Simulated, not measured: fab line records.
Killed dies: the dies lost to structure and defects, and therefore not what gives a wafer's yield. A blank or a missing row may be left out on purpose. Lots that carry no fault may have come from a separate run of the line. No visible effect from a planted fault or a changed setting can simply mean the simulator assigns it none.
Which tool is to blame? | flow sfq_line | 39 wafers from 13 lots sampled at 5 of the route's 325 steps

## WHAT EACH GAUGE READ, for each wafer
SFQ_M8_OVL_MEAS_948.
lot  | measured     | on         | M8_OVL (nm)
L647 | day 75 12:02 | overlay-02 | -11 -8 -3
L648 | day 75 14:27 | overlay-02 | -5 -7 -10
L649 | day 75 15:38 | overlay-02 | -6 -10 -13
L650 | day 75 21:38 | overlay-02 | -1 -3 -3
L651 | day 76 00:03 | overlay-02 | -2 -8 -13
L652 | day 76 02:26 | overlay-02 | 1 -8 -6
L654 | day 76 07:14 | overlay-02 | -10 -12 -10
L656 | day 83 06:04 | overlay-01 | 2 -4 -4
L657 | day 83 07:16 | overlay-02 | -1 5 0
L658 | day 83 09:40 | overlay-02 | -18 -8 -9
L666 | day 85 20:14 | overlay-02 | 3 6 7
L668 | day 86 09:26 | overlay-01 | -4 -4 3
L669 | day 86 10:46 | overlay-01 | 1 1 -1

## TOOL THAT RAN EACH LOT (tool first, then ch and the chambers of the sampled wafers, then the start)
lot  | SFQ_TRILAYER_I2_DEP_PECVD_063   | SFQ_TRILAYER_I2_CMP_CMP_064   | SFQ_TRILAYER_I7_DEP_PECVD_183   | SFQ_TRILAYER_I7_METRO_MEASURE_185
L647 | pecvd-01 ch 0,2, day 28 20:15   | cmp-02 ch 0,3, day 29 11:39   | pecvd-03 ch 0,1,2, day 67 15:44 | film_metro-04, day 67 21:23
L648 | pecvd-03 ch 1,2, day 31 08:52   | cmp-01 ch 0,3, day 32 10:09   | pecvd-02 ch 0,1,2, day 67 16:56 | film_metro-02, day 67 22:56
L649 | pecvd-01 ch 0,1,2, day 31 17:16 | cmp-01 ch 0,1,3, day 32 19:09 | pecvd-04 ch 1,2, day 67 18:24   | film_metro-03, day 68 00:23
L650 | pecvd-01 ch 0,1, day 32 04:06   | cmp-01 ch 0,3, day 33 10:09   | pecvd-03 ch 0,1, day 67 19:20   | film_metro-04, day 68 01:44
L651 | pecvd-03 ch 0,1, day 32 10:31   | cmp-02 ch 2,3, day 33 17:43   | pecvd-02 ch 0,2, day 67 20:32   | film_metro-02, day 68 03:35
L652 | pecvd-03 ch 1,2, day 32 16:05   | cmp-01 ch 2,3, day 34 01:09   | pecvd-03 ch 0,2, day 67 22:56   | film_metro-03, day 68 06:23
L654 | pecvd-04 ch 0,1,2, day 33 00:29 | cmp-02 ch 0,2,3, day 34 20:38 | pecvd-03 ch 0,1,2, day 68 06:20 | film_metro-03, day 68 15:11
L656 | pecvd-04 ch 0,1, day 33 07:17   | cmp-01 ch 0,1,2, day 35 04:53 | pecvd-02 ch 0,1,2, day 78 23:07 | film_metro-04, day 79 08:11
L657 | pecvd-03 ch 0,1, day 33 15:10   | cmp-02 ch 2,3, day 35 11:38   | pecvd-03 ch 0,1,2, day 79 01:31 | film_metro-02, day 79 12:28
L658 | pecvd-04 ch 0,1, day 34 08:29   | cmp-01 ch 1,2, day 36 10:23   | pecvd-02 ch 1,2, day 79 02:43   | film_metro-03, day 79 13:59
L666 | pecvd-04 ch 0,1,2, day 43 16:33 | cmp-02 ch 0,1,3, day 43 19:05 | pecvd-02 ch 0,1,2, day 81 22:35 | film_metro-02, day 82 01:47
L668 | pecvd-01 ch 0,1,2, day 44 06:16 | cmp-01 ch 0,2,3, day 44 07:44 | pecvd-04 ch 0,1,2, day 82 07:26 | film_metro-02, day 82 12:45
L669 | pecvd-03 ch 0,1, day 44 20:40   | cmp-01 ch 1,2,3, day 44 23:44 | pecvd-03 ch 0,1, day 82 16:35   | film_metro-04, day 82 19:59
- SFQ_TRILAYER_I2_DEP_PECVD_063: deposits SiO2 from SiH4/N2O, time 111.11 s, target thk 500 nm.
- SFQ_TRILAYER_I2_CMP_CMP_064: polishes SiO2.
- SFQ_TRILAYER_I7_DEP_PECVD_183: deposits SiO2 from SiH4/N2O, time 111.11 s, target thk 500 nm.
- SFQ_TRILAYER_I7_METRO_MEASURE_185

## AS READ BY THE TOOLS THEMSELVES (means over the sampled wafers that have a number; for cases with no such wafer, the mark the record gives instead)
SFQ_TRILAYER_I2_DEP_PECVD_063.
lot  | tool     | heater_power_w (W) | rf_fwd_power_W (W) | showerhead_vpp_V (V) | throttle_valve_pct (%)
L647 | pecvd-01 | 69                 | 182.0              | 814                  | 26.5
L648 | pecvd-03 | 82                 | 182.6              | 870                  | 24.6
L649 | pecvd-01 | 80                 | 181.7              | 808                  | 25.5
L650 | pecvd-01 | 70                 | 182.5              | 809                  | 24.8
L651 | pecvd-03 | 83                 | 182.3              | 836                  | 25.1
L652 | pecvd-03 | 89                 | 181.7              | 898                  | 24.5
L654 | pecvd-04 | 87                 | 181.7              | 864                  | 24.3
L656 | pecvd-04 | 83                 | 182.0              | 840                  | 24.7
L657 | pecvd-03 | 75                 | 182.6              | 836                  | 24.8
L658 | pecvd-04 | 80                 | 181.7              | 846                  | 24.9
L666 | pecvd-04 | 73                 | 206.0              | 923                  | 25.1
L668 | pecvd-01 | 88                 | 181.9              | 816                  | 23.2
L669 | pecvd-03 | 80                 | 182.8              | 840                  | 25.2

SFQ_TRILAYER_I2_CMP_CMP_064.
lot  | tool   | motor_current_A (A) | time_to_endpoint_s (s)
L647 | cmp-02 | 8.6                 | 209
L648 | cmp-01 | 9.6                 | 217
L649 | cmp-01 | 10.6                | 213
L650 | cmp-01 | 10.5                | 227
L651 | cmp-02 | 9.1                 | 218
L652 | cmp-01 | 11.2                | 217
L654 | cmp-02 | 9.6                 | 203
L656 | cmp-01 | 11.0                | 221
L657 | cmp-02 | 9.1                 | 211
L658 | cmp-01 | 11.3                | 219
L666 | cmp-02 | 9.3                 | 222
L668 | cmp-01 | 10.5                | 210
L669 | cmp-01 | 11.4                | 213

SFQ_TRILAYER_I7_DEP_PECVD_183.
lot  | tool     | heater_power_w (W) | rf_fwd_power_W (W) | showerhead_vpp_V (V) | throttle_valve_pct (%)
L647 | pecvd-03 | 80                 | 181.8              | 867                  | 23.9
L648 | pecvd-02 | 89                 | 182.4              | 849                  | 25.7
L649 | pecvd-04 | 83                 | 181.8              | 869                  | 26.4
L650 | pecvd-03 | 71                 | 182.5              | 840                  | 24.4
L651 | pecvd-02 | 84                 | 181.6              | 856                  | 25.3
L652 | pecvd-03 | 77                 | 182.8              | 891                  | 23.7
L654 | pecvd-03 | 82                 | 182.1              | 865                  | 24.3
L656 | pecvd-02 | 83                 | 182.4              | 841                  | 25.8
L657 | pecvd-03 | 80                 | 182.1              | 869                  | 24.6
L658 | pecvd-02 | 83                 | 182.7              | 834                  | 26.3
L666 | pecvd-02 | 81                 | 182.2              | 848                  | 25.8
L668 | pecvd-04 | 86                 | 181.8              | 860                  | 23.6
L669 | pecvd-03 | 85                 | 181.9              | 845                  | 25.3

SFQ_TRILAYER_I7_METRO_MEASURE_185.
lot  | tool          | thk_nm (nm)
L647 | film_metro-04 | 201.4
L648 | film_metro-02 | 200.6
L649 | film_metro-03 | 201.1
L650 | film_metro-04 | 200.3
L651 | film_metro-02 | 200.6
L652 | film_metro-03 | 198.7
L654 | film_metro-03 | 201.2
L656 | film_metro-04 | 199.4
L657 | film_metro-02 | 199.4
L658 | film_metro-03 | 199.4
L666 | film_metro-02 | 200.7
L668 | film_metro-02 | 199.9
L669 | film_metro-04 | 199.5

## THE ANSWER, worked out from the rows above alone
Rule: usual is defined by the lots themselves. The widest of any qualifying gaps counts: lots, ordered by their means at a reading, are off when they make up no more than a third of the lots, leave a main group of 4 or more, and stand apart from it by 3 or more times the standard deviation of that group's means. A main group whose means are all the same, to the digits that the tables above print for the reading, isn't used. A lot without any number at a reading at which 4 lots or more have one is off too. The other lots that the step has rows for count as sound. After the gauges, taken in route order, come the tools' own readings; for these a lot's mean is taken, as printed above. At the first step where some lot is off, the reading lying furthest off is the one used; lots without a number count as furthest.
Off: L666 (SFQ_TRILAYER_I2_DEP_PECVD_063, rf_fwd_power_W). The main group has a mean of 182.1 W with a standard deviation of 0.4.
A tool fits if, at that step or a process step before it, it ran every lot that is off, and no sound lot after the first of them. One fits: SFQ_TRILAYER_I2_DEP_PECVD_063 on pecvd-04. Its last sound lot is L658 (day 34 08:29), its first lot that is off L666 (day 43 16:33): a fault that began between those two fits.
The tool's own readings at SFQ_TRILAYER_I2_DEP_PECVD_063 bear it out: on the lots that are off they differ by more than 5 times the standard deviation of the sound lots' means. rf_fwd_power_W reads 206.0 W there against 182.1 W on the sound lots.

## WHAT THE SIMULATOR PUT IN
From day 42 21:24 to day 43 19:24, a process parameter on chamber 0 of pecvd-04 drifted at SFQ_TRILAYER_I2_DEP_PECVD_063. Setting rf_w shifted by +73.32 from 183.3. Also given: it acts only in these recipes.
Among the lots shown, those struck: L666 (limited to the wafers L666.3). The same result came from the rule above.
